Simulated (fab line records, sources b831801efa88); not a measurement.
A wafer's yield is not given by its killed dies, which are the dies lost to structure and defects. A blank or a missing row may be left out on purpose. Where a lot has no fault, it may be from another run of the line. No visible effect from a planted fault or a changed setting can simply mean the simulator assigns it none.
fab line records	flow sky130
[record] lots = 6	wafers = 18	last_day = 50
route steps=708 shown VIA3@591 METAL4@598 CAP2M@603 PAD_OPEN@708
lots with no fault: from the same line, run without faults
start_h: hours from the record's first day to the start of the lot's first wafer shown	wait_h: hours since the lot's step before	" as in the row above	L1.1+2: a row that stands for several wafers	- no value present, or no start provided	* or withheld: withheld	< > ~ a bound
route shown NAME@n: a module of which the file shows steps, and the number in the route of the first	usual: mean/standard deviation of fault-free wafers	same: alike in all rows	chamber/n: place in a boat	sites: per-site readings	_std_site: how widely they spread, as a standard deviation	_edge_site: outer sites' mean less inner sites'	radius_mm: how far each site lies from the wafer's centre	mask NAME#n: copy n	behind: the most recent tool/chamber to have shaped the wafer	hold: why the lot was held/for how many hours/how that ended	device: whichever transistor did not switch (one of n, p or np)	end of line: the same wafers' tests at the end of the route	a step given without rows: its recipe and nothing more	killed: count of dies lost to structure and defects at first sort (not the wafer's yield)	map: the dies of a wafer, with x for killed, . for not killed, _ for no die there
set.NAME: setting as actually run; set.NAME@STEP: the setting as run at that earlier step	model.NAME: the simulator's own value behind a step, which no gauge read
lots seen at some steps along the route; tables by step, rows by wafer
services: when a tool's chamber went out of use (start_h, in hours from the record's first day, below 0 if earlier), for how many hours, and the reason
[[steps]]
[step SKY_VIA3_CLEAN_18]
[recipe] chemistry = IPA	time_s = 180	temp_c = 25
[step SKY_VIA3_CLEAN_19]
[recipe] chemistry = O3/DIW	dry = n2_spin
[step SKY_VIA3_SPUTTER_20]
[recipe] material = TiN	target_thk_nm = 20	chamber_pressure_pa = 5	power_w = 4000	time_s = 80
[step SKY_VIA3_CVD_21]
[recipe] material = W	target_thk_nm = 390	time_s = 117.31	temp_c = 400	pressure_torr = 40
[step SKY_VIA3_RS_MEAS_22]
[recipe] thk_meas_gauge = four-point-probe	reads = W_of_VIA3_CVD_21+TiN_of_VIA3_SPUTTER_20
[usual] VIA3_W_RS = 0.293/0.003
lot.wafer	tool	chamber	start_h	wait_h	VIA3_W_RS[ohm/sq]
L876.1	film_metro-04	-	928.42	0.1	0.296
L876.2	"	-	"	"	0.295
L876.3	"	-	"	"	0.295
L877.1	film_metro-04	-	937.26	0.1	0.296
L877.3	"	-	"	"	0.300
L877.4	"	-	"	"	0.295
L881.1	film_metro-01	-	962.16	0.1	0.292
L881.5	"	-	"	"	0.293
L881.6	"	-	"	"	0.290
L882.2	film_metro-02	-	966.29	0.2	0.293
L882.3	"	-	"	"	0.292
L882.4	"	-	"	"	0.294
L894.1	film_metro-04	-	1053.50	0.1	0.291
L894.2	"	-	"	"	0.289
L894.6	"	-	"	"	0.293
L898.1	film_metro-02	-	1077.08	0.1	0.293
L898.2	"	-	"	"	0.293
L898.3	"	-	"	"	0.288
[step SKY_VIA3_THK_MEAS_23]
[recipe] thk_meas_gauge = xrf	reads = W_of_VIA3_CVD_21
[usual] VIA3_W_THK = 386/7.5
lot.wafer	tool	chamber	start_h	wait_h	VIA3_W_THK[nm]
L876.1	film_metro-04	-	928.54	0.1	387
L876.2	"	-	"	"	389
L876.3	"	-	"	"	386
L877.1	film_metro-04	-	937.38	0.1	384
L877.3	"	-	"	"	382
L877.4	"	-	"	"	391
L881.1	film_metro-01	-	962.28	0.1	396
L881.5	"	-	"	"	390
L881.6	"	-	"	"	397
L882.2	film_metro-02	-	966.40	0.1	379
L882.3	"	-	"	"	379
L882.4	"	-	"	"	380
L894.1	film_metro-04	-	1053.62	0.1	392
L894.2	"	-	"	"	394
L894.6	"	-	"	"	387
L898.1	film_metro-02	-	1077.20	0.1	375
L898.2	"	-	"	"	376
L898.3	"	-	"	"	380
[step SKY_VIA3_CMP_24]
[recipe] stop_on = SiO2	t_overpolish_s = 20	down_force_psi = 3.5	platen_rpm = 60	target_thk_nm = 0	pad_velocity_m_s = 0.94248
[step SKY_METAL4_SPUTTER_00]
[recipe] material = Ti	target_thk_nm = 15	power_w = 3000	time_s = 10	chamber_pressure_pa = 0.4
[step SKY_METAL4_SPUTTER_01]
[recipe] material = TiN	target_thk_nm = 20	power_w = 6500	time_s = 16.7	chamber_pressure_pa = 0.4
[usual] throttle_valve_pct = 29.6/0.92
lot.wafer	tool	chamber	start_h	wait_h	throttle_valve_pct
L876.1	pvd_sputter-04	-	928.93	0.0	31.1
L876.2	"	-	"	"	29.7
L876.3	"	-	"	"	28.7
L877.1	pvd_sputter-02	-	937.77	0.0	29.1
L877.3	"	-	"	"	27.9
L877.4	"	-	"	"	29.4
L881.1	pvd_sputter-02	-	962.66	0.0	30.3
L881.5	"	-	"	"	30.3
L881.6	"	-	"	"	29.1
L882.2	pvd_sputter-04	-	966.77	0.0	28.8
L882.3	"	-	"	"	30.6
L882.4	"	-	"	"	29.9
L894.1	pvd_sputter-02	-	1054.00	0.0	29.1
L894.2	"	-	"	"	28.0
L894.6	"	-	"	"	29.0
L898.1	pvd_sputter-02	-	1077.58	0.0	28.9
L898.2	"	-	"	"	29.4
L898.3	"	-	"	"	30.4
[step SKY_METAL4_SPUTTER_02]
[recipe] material = AlCu	target_thk_nm = 735	power_w = 10600	time_s = 39.1	chamber_pressure_pa = 0.4
[usual] throttle_valve_pct = 29.6/0.93
lot.wafer	tool	chamber	start_h	wait_h	throttle_valve_pct
L876.1	pvd_sputter-04	-	928.95	0.0	31.1
L876.2	"	-	"	"	29.7
L876.3	"	-	"	"	28.8
L877.1	pvd_sputter-02	-	937.79	0.0	29.2
L877.3	"	-	"	"	28.3
L877.4	"	-	"	"	29.6
L881.1	pvd_sputter-02	-	962.69	0.0	30.4
L881.5	"	-	"	"	30.1
L881.6	"	-	"	"	29.3
L882.2	pvd_sputter-04	-	966.80	0.0	28.5
L882.3	"	-	"	"	31.1
L882.4	"	-	"	"	29.8
L894.1	pvd_sputter-02	-	1054.03	0.0	29.0
L894.2	"	-	"	"	28.0
L894.6	"	-	"	"	28.9
L898.1	pvd_sputter-02	-	1077.60	0.0	29.4
L898.2	"	-	"	"	29.5
L898.3	"	-	"	"	30.6
[step SKY_METAL4_SPUTTER_03]
[recipe] material = Ti	target_thk_nm = 5	power_w = 3000	time_s = 3.3	chamber_pressure_pa = 0.4
[step SKY_METAL4_SPUTTER_04]
[recipe] material = TiN	target_thk_nm = 70	power_w = 6500	time_s = 58.3	chamber_pressure_pa = 0.4
[usual] throttle_valve_pct = 29.6/0.88
lot.wafer	tool	chamber	start_h	wait_h	throttle_valve_pct
L876.1	pvd_sputter-04	-	929.01	0.0	30.9
L876.2	"	-	"	"	29.5
L876.3	"	-	"	"	28.9
L877.1	pvd_sputter-02	-	937.85	0.0	29.0
L877.3	"	-	"	"	27.9
L877.4	"	-	"	"	29.6
L881.1	pvd_sputter-02	-	962.74	0.0	30.2
L881.5	"	-	"	"	30.1
L881.6	"	-	"	"	28.9
L882.2	pvd_sputter-04	-	966.85	0.0	29.0
L882.3	"	-	"	"	30.9
L882.4	"	-	"	"	29.5
L894.1	pvd_sputter-02	-	1054.08	0.0	29.0
L894.2	"	-	"	"	28.2
L894.6	"	-	"	"	29.5
L898.1	pvd_sputter-02	-	1077.66	0.0	29.0
L898.2	"	-	"	"	29.4
L898.3	"	-	"	"	30.1
[step SKY_CAP2M_CVD_00]
[recipe] material = SiO2	target_thk_nm = 15.5	temp_c = 400	time_s = withheld	rf_w = 450
[usual] heater_power_w = 708/83
lot.wafer	tool	chamber	start_h	wait_h	heater_power_w
L876.1	pecvd-03	1	929.06	0.0	763
L876.2	"	2	"	"	708
L876.3	"	0	"	"	672
L877.1	pecvd-03	1	937.90	0.0	673
L877.3	"	2	"	"	705
L877.4	"	1	"	"	685
L881.1	pecvd-03	1	962.79	0.0	681
L881.5	"	2	"	"	570
L881.6	"	1	"	"	688
L882.2	pecvd-01	1	966.90	0.0	914
L882.3	"	0	"	"	751
L882.4	"	0	"	"	743
L894.1	pecvd-01	2	1054.13	0.0	597
L894.2	"	0	"	"	643
L894.6	"	1	"	"	959
L898.1	pecvd-01	1	1077.71	0.0	937
L898.2	"	0	"	"	772
L898.3	"	2	"	"	619
[step SKY_CAP2M_THK_MEAS_01]
[recipe] reads = SiO2_of_CAP2M_CVD_00
[usual] CAP2M_CVD_00_THK = 15.45/0.24
lot.wafer	tool	chamber	start_h	wait_h	CAP2M_CVD_00_THK[nm]
L876.1	film_metro-02	-	929.08	-	15.20
L876.2	"	-	"	"	15.23
L876.3	"	-	"	"	15.22
L877.1	film_metro-02	-	937.92	-	15.28
L877.3	"	-	"	"	15.41
L877.4	"	-	"	"	15.61
L881.1	film_metro-03	-	962.81	-	15.57
L881.5	"	-	"	"	15.91
L881.6	"	-	"	"	15.76
L882.2	film_metro-03	-	966.93	-	15.11
L882.3	"	-	"	"	15.29
L882.4	"	-	"	"	15.40
L894.1	film_metro-03	-	1054.15	-	14.87
L894.2	"	-	"	"	15.24
L894.6	"	-	"	"	15.67
L898.1	film_metro-02	-	1077.73	-	15.29
L898.2	"	-	"	"	15.27
L898.3	"	-	"	"	14.98
[step SKY_CAP2M_SPUTTER_02]
[recipe] material = TiN	target_thk_nm = 200	temp_c = 300	power_w = 6500	time_s = 166.7	chamber_pressure_pa = 0.4
[usual] throttle_valve_pct = 29.7/0.74
lot.wafer	tool	chamber	start_h	wait_h	throttle_valve_pct
L876.1	pvd_sputter-02	-	929.14	0.1	30.3
L876.2	"	-	"	"	29.7
L876.3	"	-	"	"	29.2
L877.1	pvd_sputter-01	-	937.98	0.1	30.8
L877.3	"	-	"	"	28.8
L877.4	"	-	"	"	29.9
L881.1	pvd_sputter-01	-	962.87	0.1	28.8
L881.5	"	-	"	"	28.6
L881.6	"	-	"	"	30.2
L882.2	pvd_sputter-02	-	966.98	0.0	30.3
L882.3	"	-	"	"	29.3
L882.4	"	-	"	"	29.4
L894.1	pvd_sputter-01	-	1054.21	0.1	29.3
L894.2	"	-	"	"	28.9
L894.6	"	-	"	"	29.7
L898.1	pvd_sputter-01	-	1077.79	0.1	29.2
L898.2	"	-	"	"	30.4
L898.3	"	-	"	"	29.3
[step SKY_CAP2M_RS_MEAS_03]
[recipe] thk_meas_gauge = four-point-probe	reads = TiN_of_CAP2M_SPUTTER_02
[usual] CAP2M_TIN_RS = 6.89/0.096
lot.wafer	tool	chamber	start_h	wait_h	CAP2M_TIN_RS[ohm/sq]
L876.1	film_metro-01	-	929.25	0.1	6.88
L876.2	"	-	"	"	6.95
L876.3	"	-	"	"	6.82
L877.1	film_metro-03	-	938.09	0.1	6.80
L877.3	"	-	"	"	6.87
L877.4	"	-	"	"	6.87
L881.1	film_metro-02	-	962.98	0.1	6.96
L881.5	"	-	"	"	7.00
L881.6	"	-	"	"	6.91
L882.2	film_metro-01	-	967.11	0.1	6.99
L882.3	"	-	"	"	6.89
L882.4	"	-	"	"	6.95
L894.1	film_metro-03	-	1054.32	0.1	6.75
L894.2	"	-	"	"	6.79
L894.6	"	-	"	"	6.72
L898.1	film_metro-03	-	1077.90	0.1	6.88
L898.2	"	-	"	"	6.83
L898.3	"	-	"	"	6.82
[step SKY_CAP2M_THK_MEAS_04]
[recipe] thk_meas_gauge = xrf	reads = TiN_of_CAP2M_SPUTTER_02
[usual] CAP2M_TIN_THK = 202.0/2.7
lot.wafer	tool	chamber	start_h	wait_h	CAP2M_TIN_THK[nm]
L876.1	film_metro-01	-	929.37	0.1	200.8
L876.2	"	-	"	"	199.4
L876.3	"	-	"	"	203.1
L877.1	film_metro-03	-	938.21	0.1	205.2
L877.3	"	-	"	"	203.0
L877.4	"	-	"	"	204.1
L881.1	film_metro-02	-	963.10	0.1	200.9
L881.5	"	-	"	"	198.9
L881.6	"	-	"	"	203.0
L882.2	film_metro-01	-	967.22	0.1	197.4
L882.3	"	-	"	"	202.1
L882.4	"	-	"	"	198.4
L894.1	film_metro-03	-	1054.44	0.1	205.6
L894.2	"	-	"	"	203.5
L894.6	"	-	"	"	207.0
L898.1	film_metro-03	-	1078.02	0.1	203.3
L898.2	"	-	"	"	205.1
L898.3	"	-	"	"	203.9
[step SKY_CAP2M_DEHYDRATE_05]
[recipe] temp_c = 200	time_s = 60
[step SKY_CAP2M_HMDS_06]
[recipe] prime_time_s = 60	prime_temp_c = 120
[step SKY_CAP2M_COAT_07]
[recipe] resist = NOVOLAK	spin_rpm = 3000	resist_thk_nm = 1140
[step SKY_CAP2M_SOFTBAKE_08]
[recipe] temp_c = 90	time_s = 60	resist = NOVOLAK
[step SKY_CAP2M_EXPOSE_09]
[recipe] mask_id = CAP2M	na = 0.6	source_shape = conventional	sigma_outer = 0.6	polarization = unpolarized	target_cd_nm = 1000	dose_mj = 159
[step SKY_CAP2M_PEB_10]
[recipe] temp_c = withheld	time_s = *	resist = NOVOLAK
[step SKY_CAP2M_DEVELOP_11]
[recipe] resist = NOVOLAK	developer = TMAH	develop_time_s = 60	dev_temp_c = 23
[step SKY_CAP2M_OVL_MEAS_12]
[usual] CAP2M_OVL = 0.6/1.7
lot.wafer	tool	chamber	start_h	wait_h	CAP2M_OVL[nm]
L876.1	overlay-02	-	953.74	0.1	0.7
L876.2	"	-	"	"	1.5
L876.3	"	-	"	"	-0.2
L877.1	overlay-01	-	962.09	0.1	0.3
L877.3	"	-	"	"	-1.3
L877.4	"	-	"	"	-0.9
L881.1	overlay-02	-	986.59	0.1	2.1
L881.5	"	-	"	"	2.0
L881.6	"	-	"	"	5.0
L882.2	overlay-02	-	990.49	0.1	1.2
L882.3	"	-	"	"	3.1
L882.4	"	-	"	"	1.6
L894.1	overlay-01	-	1075.24	0.1	-3.0
L894.2	"	-	"	"	-0.6
L894.6	"	-	"	"	-1.1
L898.1	overlay-02	-	1098.39	0.1	-2.0
L898.2	"	-	"	"	-2.1
L898.3	"	-	"	"	-2.4
[step SKY_CAP2M_METAL_ETCH_13]
[recipe] target_depth_nm = 220	stop_on = SiO2	chemistry = Cl2/BCl3	target = TiN	pressure_mtorr = 10	icp_w = 900	bias_w = 48.5	Cl2_flow_sccm = 60	bcl3_flow_sccm = 30	time_s = 62.9
[step SKY_CAP2M_STRIP_14]
[recipe] chemistry = O2/N2	power_w = 1400	pressure_mtorr = 1500	platen_temp_c = withheld	o2_flow_sccm = 3000	n2_flow_sccm = 300	overash_fraction = 0.5
[step SKY_CAP2M_STRIP_15]
[recipe] chemistry = post_etch_residue_remover	time_s = 1200	temp_c = 72.5
[step SKY_CAP2M_CLEAN_16]
[recipe] chemistry = IPA	time_s = 180	temp_c = 25
[step SKY_CAP2M_CLEAN_17]
[recipe] chemistry = O3/DIW	dry = n2_spin
[step SKY_METAL4_DEHYDRATE_05]
[recipe] temp_c = 200	time_s = 60
[step SKY_METAL4_HMDS_06]
[recipe] prime_time_s = 60	prime_temp_c = 120
[step SKY_METAL4_COAT_07]
[recipe] resist = BARC	temp_c = withheld	time_s = withheld	spin_rpm = 3000	resist_thk_nm = 60
[step SKY_METAL4_COAT_08]
[recipe] resist = KrF-thick	spin_rpm = 3000	resist_thk_nm = 1140
[step SKY_METAL4_SOFTBAKE_09]
[recipe] temp_c = 100	time_s = 90	resist = KrF-thick
[step SKY_METAL4_EXPOSE_10]
[recipe] mask_id = MM4	na = 0.68	source_shape = annular	sigma_inner = 0.4	sigma_outer = 0.8	target_cd_nm = 300	dose_mj = 28
[step SKY_METAL4_PEB_11]
[recipe] peb_temp_c = withheld	peb_time_s = withheld	resist = KrF-thick
[step SKY_METAL4_DEVELOP_12]
[recipe] develop_time_s = 60	resist = KrF-thick	dev_temp_c = 21
[step SKY_METAL4_CD_MEAS_13]
[recipe] target_cd_nm = 300
[usual] cd_nm = 299.8/1.3
lot.wafer	tool	chamber	start_h	wait_h	cd_nm
L876.1	cd_sem-01	-	978.22	-	298.7
L876.2	"	-	"	"	299.6
L876.3	"	-	"	"	300.1
L877.1	cd_sem-02	-	986.67	-	298.2
L877.3	"	-	"	"	299.2
L877.4	"	-	"	"	299.5
L881.1	cd_sem-02	-	1010.81	-	301.7
L881.5	"	-	"	"	301.3
L881.6	"	-	"	"	301.1
L882.2	cd_sem-01	-	1014.14	-	302.1
L882.3	"	-	"	"	299.3
L882.4	"	-	"	"	302.0
L894.1	cd_sem-01	-	1096.84	-	298.5
L894.2	"	-	"	"	298.5
L894.6	"	-	"	"	301.0
L898.1	cd_sem-02	-	1119.02	-	299.2
L898.2	"	-	"	"	298.9
L898.3	"	-	"	"	299.0
[step SKY_METAL4_OVL_MEAS_14]
[usual] METAL4_OVL = 3/5.2
lot.wafer	tool	chamber	start_h	wait_h	METAL4_OVL[nm]
L876.1	overlay-01	-	978.34	0.1	-2
L876.2	"	-	"	"	9
L876.3	"	-	"	"	5
L877.1	overlay-02	-	986.79	0.1	-9
L877.3	"	-	"	"	5
L877.4	"	-	"	"	6
L881.1	overlay-01	-	1010.93	0.1	8
L881.5	"	-	"	"	2
L881.6	"	-	"	"	11
L882.2	overlay-01	-	1014.24	0.1	-5
L882.3	"	-	"	"	-6
L882.4	"	-	"	"	-3
L894.1	overlay-02	-	1096.96	0.1	2
L894.2	"	-	"	"	5
L894.6	"	-	"	"	-2
L898.1	overlay-02	-	1119.14	0.1	3
L898.2	"	-	"	"	5
L898.3	"	-	"	"	-4
[step SKY_METAL4_DESCUM_15]
[recipe] chemistry = O2	source_power_w = 150	bias_power_w = 0	pressure_mtorr = 10	temp_c = 40	time_s = 8
[usual] drypump_motor_current_A = 6.2/0.34	oes_product_au = 0.993/0.01
lot.wafer	tool	chamber	start_h	wait_h	drypump_motor_current_A	oes_product_au	rf_hours_counter_h
L876.1	rie_metal-01	1	978.37	0.0	6.8	0.978	15
L876.2	"	0	"	"	5.6	0.979	8
L876.3	"	0	"	"	5.6	0.992	-
L877.1	rie_metal-02	0	986.82	0.0	6.1	1.008	15
L877.3	"	0	"	"	6.2	1.009	-
L877.4	"	1	"	"	6.3	1.001	-
L881.1	rie_metal-04	1	1010.97	0.0	6.1	0.985	15
L881.5	"	1	"	"	6.1	0.984	-
L881.6	"	0	"	"	6.2	0.995	-
L882.2	rie_metal-04	1	1014.27	0.0	6.1	0.999	15
L882.3	"	1	"	"	6.1	0.993	-
L882.4	"	0	"	"	6.1	0.996	-
L894.1	rie_metal-01	1	1096.99	0.0	6.8	0.976	23
L894.2	"	0	"	"	5.6	0.995	15
L894.6	"	1	"	"	6.8	0.983	-
L898.1	rie_metal-04	1	1119.17	0.0	6.1	0.994	22
L898.2	"	0	"	"	6.1	0.999	25
L898.3	"	0	"	"	6.1	0.995	-
[step SKY_METAL4_ETCH_16]
[recipe] chemistry = N2/H2	target = BARC	ion_energy_ev = 200	bias_w = 100	pressure_mtorr = 30	n2_flow_sccm = 100	h2_flow_sccm = 200	icp_w = 500	stop_on = SiO2	time_s = 88.2	target_depth_a = 600
[step SKY_PAD_OPEN_PROBE_99]
[usual] defect_limited_yield = 82.5/2	killed_at_M0_to_M3 = 42/6.6	killed_at_M4_up = 3.1/1.9	killed_at_contacts = 25/5.7	killed_at_front_end = 16/5	killed_at_other = 0.2/0.38	killed_dies = 86/9.6	killed_open = 47/7.2	killed_short = 39/6.2	sort_bin_3_pad_short = 0.9/0.44	sort_bin_5_function = 10.3/1.5	sort_bin_6_memory = 6.2/1.1	sort_n_pass = 406/9.6	sort_yield_pct = 82.5/2
[same] gross_dies = 492	killed_at_back_side = 0	sort_bin_4_leakage[%] = 0	sort_bin_8_speed[%] = 0
lot.wafer	tool	chamber	start_h	wait_h	defect_limited_yield[%]	killed_at_M0_to_M3	killed_at_M4_up	killed_at_contacts	killed_at_front_end	killed_at_other	killed_dies	killed_open	killed_short	sort_bin_3_pad_short[%]	sort_bin_5_function[%]	sort_bin_6_memory[%]	sort_n_pass	sort_yield_pct[%]	model.etest.tester.sort_n_pass	model.etest.tester.sort_yield_pct	model.etest.tester.sort_bin_5_pct	model.etest.tester.sort_bin_3_pct
L876.1	prober-01	-	1074.69	0.1	83.7	32	2	22	24	0	80	48	32	0.8	9.8	5.7	412	83.7	412	83.74	9.756	0.813
L876.2	prober-01	-	1074.74	0.1	81.5	40	4	31	16	0	91	54	37	0	14.4	4.1	401	81.5	401	81.5	14.43	0
L876.3	prober-01	-	1074.79	0.2	82.5	39	3	23	21	0	86	48	38	0.4	11.4	5.7	406	82.5	406	82.52	11.38	0.4065
L882.2	prober-01	-	1105.55	0.1	85.6	42	2	19	8	0	71	35	36	0.4	9.8	4.3	421	85.6	421	85.57	9.756	0.4065
L882.3	prober-01	-	1105.60	0.2	84.3	44	2	19	12	0	77	46	31	0.4	9.1	6.1	415	84.3	415	84.35	9.146	0.4065
L882.4	prober-01	-	1105.65	0.2	83.9	45	4	22	8	0	79	41	38	0.4	8.5	7.1	413	83.9	413	83.94	8.537	0.4065
L894.1	prober-01	-	1178.66	0.1	74.8	37	4	19	12	52	124	46	26	3.3	14.8	7.1	368	74.8	368	74.8	14.84	3.252
L894.2	prober-01	-	1178.71	0.1	83.3	38	1	28	15	0	82	44	38	0.8	10.6	5.3	410	83.3	410	83.33	10.57	0.813
L894.6	prober-01	-	1178.91	0.2	82.7	42	3	19	20	1	85	46	39	1.0	10.6	5.7	407	82.7	407	82.72	10.57	1.016
L898.3	prober-01	-	1195.60	0.2	69.7	44	4	19	18	64	149	38	47	4.1	17.9	8.3	343	69.7	343	69.72	17.89	4.065
// killed by level:class
L876.1 VIA1:geometric_particle:open=8 LI_CONTACT:geometric_particle:open=7 FIELD_ISO:geometric_particle:short=6 POLY_GATE:geometric_particle:open=6 SPACER:geometric_particle:open=6 CONTACT:geometric_particle:open=6 VIA2:geometric_particle:open=6 FIELD_ISO:geometric_particle:open=4
L876.2 CONTACT:geometric_particle:open=18 LI_CONTACT:geometric_particle:open=6 VIA2:geometric_particle:open=6 VIA2:geometric_particle:short=6 FIELD_ISO:geometric_particle:short=5 VIA1:geometric_particle:open=5 FIELD_ISO:geometric_particle:open=4 LOCAL_INTERCONNECT:geometric_particle:short=4
L876.3 CONTACT:geometric_particle:open=10 VIA1:geometric_particle:open=10 LI_CONTACT:geometric_particle:open=7 VIA2:geometric_particle:open=6 VIA3:geometric_particle:open=5 POLY_GATE:geometric_particle:short=4 SPACER:geometric_particle:short=4 METAL2:geometric_particle:short=4
L882.2 VIA3:geometric_particle:open=8 LI_CONTACT:geometric_particle:open=7 VIA1:geometric_particle:open=7 VIA1:geometric_particle:short=6 VIA2:geometric_particle:open=5 METAL1:geometric_particle:short=5 LI_CONTACT:geometric_particle:short=4 LOCAL_INTERCONNECT:geometric_particle:short=4
L882.3 VIA1:geometric_particle:open=13 VIA2:geometric_particle:open=10 CONTACT:geometric_particle:open=7 FIELD_ISO:geometric_particle:open=6 LOCAL_INTERCONNECT:geometric_particle:short=5 METAL1:geometric_particle:short=5 LI_CONTACT:geometric_particle:open=4 VIA2:geometric_particle:short=4
L882.4 VIA1:geometric_particle:open=11 METAL2:geometric_particle:short=8 CONTACT:geometric_particle:short=7 VIA2:geometric_particle:open=6 CONTACT:geometric_particle:open=5 METAL1:geometric_particle:short=4 LI_CONTACT:geometric_particle:open=4 VIA1:geometric_particle:short=4
L894.1 CAP2M:unspecified=52 CONTACT:geometric_particle:open=14 VIA1:geometric_particle:open=10 VIA2:geometric_particle:open=6 VIA1:geometric_particle:short=5 VIA3:geometric_particle:open=4 FIELD_ISO:geometric_particle:open=3 METAL4:geometric_particle:short=3
L894.2 VIA1:geometric_particle:open=10 CONTACT:geometric_particle:short=8 VIA3:geometric_particle:open=8 CONTACT:geometric_particle:open=7 LI_CONTACT:geometric_particle:open=6 LOCAL_INTERCONNECT:geometric_particle:short=6 FIELD_ISO:geometric_particle:short=5 METAL1:geometric_particle:short=5
L894.6 VIA1:geometric_particle:open=9 METAL2:geometric_particle:short=7 LI_CONTACT:geometric_particle:open=6 CONTACT:geometric_particle:open=6 POLY_GATE:geometric_particle:open=5 METAL1:geometric_particle:open=5 FIELD_ISO:geometric_particle:open=4 POLY_GATE:geometric_particle:short=4
L898.3 CAP2M:unspecified=64 VIA1:geometric_particle:open=12 METAL2:geometric_particle:short=7 POLY_GATE:geometric_particle:short=6 CONTACT:geometric_particle:open=6 VIA2:geometric_particle:short=6 FIELD_ISO:geometric_particle:short=5 METAL1:geometric_particle:short=5
// map L894.1 (x killed, . not)
__________....x.xx.._________
________.............._______
______.....xx..........._____
_____.........x..........____
____.x.x..........x....x..___
___..x..x..x.x...x......x..__
__.x............x..xx...x..._
_.....x...........x.....x.x.x
_......x............x.......x
_...............xx.........xx
_...x...x.....x..xxx.xxx.xx.x
_x...............xxxx.x......
_.............xxxxxxxxxxxxx..
_.x.....xx.....xxxxxxxx.x.x..
_..x.........xxxxxxxxxx....x.
__.......x.....xxxxxxxxxxx.._
___..x....x.x..xx.xxxxx..x.__
____....................xx___
_____..xx...xx..xx.......____
______..........x......._____
________........x.x..._______
__________.........x_________
// map L898.3 (x killed, . not)
__________x.....x..._________
________.........x...x_______
______.....x............_____
_____.......xx.x....x.xx.____
____..xx...x.....x..x.....___
___.......x........x.xxxx..__
__...x.....x....x..........x_
_x..x.x..x.x..x....x.........
_x...............x...........
_..x..........x..x.x....xx...
_....x...x......x.xxx..x.x...
_.........xx...xxxxxxxxx.....
_..x...x..x...xxxxxxxxxxx..x.
_..x...x....xxxxxxxxxxxxxx..x
_.x............xxxxxxxxxx..x.
__.x...x....x..xxxxxxxx....._
___.x......xx...xxxxxx.x..x__
____..x..x.x.....x.xx.....___
_____...........xx.x.x.x.____
______......xxx.x.xx.xxx_____
________......x...x..._______
__________........x._________
[[services]]
tool	chamber	start_h	hours	kind
pvd_sputter-04	3	924.76	-	consumable_replace:kit
pvd_sputter-04	3	924.76	18.0	scheduled_down
pvd_sputter-04	3	924.76	18.0	vent_cycle
pecvd-03	-	929.65	2.8	pm
pvd_sputter-02	-	997.40	1.4	repair
pecvd-03	1	999.38	-	clean
pecvd-03	1	999.38	-	consumable_replace:showerhead
pecvd-03	1	999.38	29.0	scheduled_down
pecvd-03	1	999.38	29.0	vent_cycle
pvd_sputter-02	1	1001.78	-	consumable_replace:kit
pvd_sputter-02	1	1001.78	18.0	scheduled_down
pvd_sputter-02	1	1001.78	18.0	vent_cycle
pvd_sputter-02	-	1024.00	2.0	repair
rie_metal-01	-	1031.56	0.8	repair
rie_metal-02	0	1045.28	3.6	repair
rie_metal-02	-	1055.55	0.4	repair
pvd_sputter-01	1	1068.07	-	consumable_replace:kit
pvd_sputter-01	1	1068.07	18.0	scheduled_down
pvd_sputter-01	1	1068.07	18.0	vent_cycle
pvd_sputter-04	2	1086.26	-	consumable_replace:kit
pvd_sputter-04	2	1086.26	18.0	scheduled_down
pvd_sputter-04	2	1086.26	18.0	vent_cycle
rie_metal-01	-	1088.78	1.1	repair
pecvd-01	-	1097.67	1.0	repair
[[key]]
[first_sign] step = SKY_PAD_OPEN_PROBE_99	reading = killed_at_other	direction = up	sigmas = 58	usual = 0.2	struck = 58
[effect] step = SKY_PAD_OPEN_PROBE_99	reading = sort_bin_3_pad_short	direction = up	sigmas = 6.2	usual = 0.9	struck = 3.7
[model_effect] step = SKY_PAD_OPEN_PROBE_99	value = etest.tester.sort_n_pass	without = 407	struck = 355.5
met_at SKY_CAP2M_CVD_00
struck_wafers L894.1,L898.3
[fault] kind = chamber_particle_source	tool = pecvd-01	chamber = 2	onset_h = 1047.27	steps = SKY_CAP2M_CVD_00	rate_per_visit_cm2 = 1.1315	end_h = 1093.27
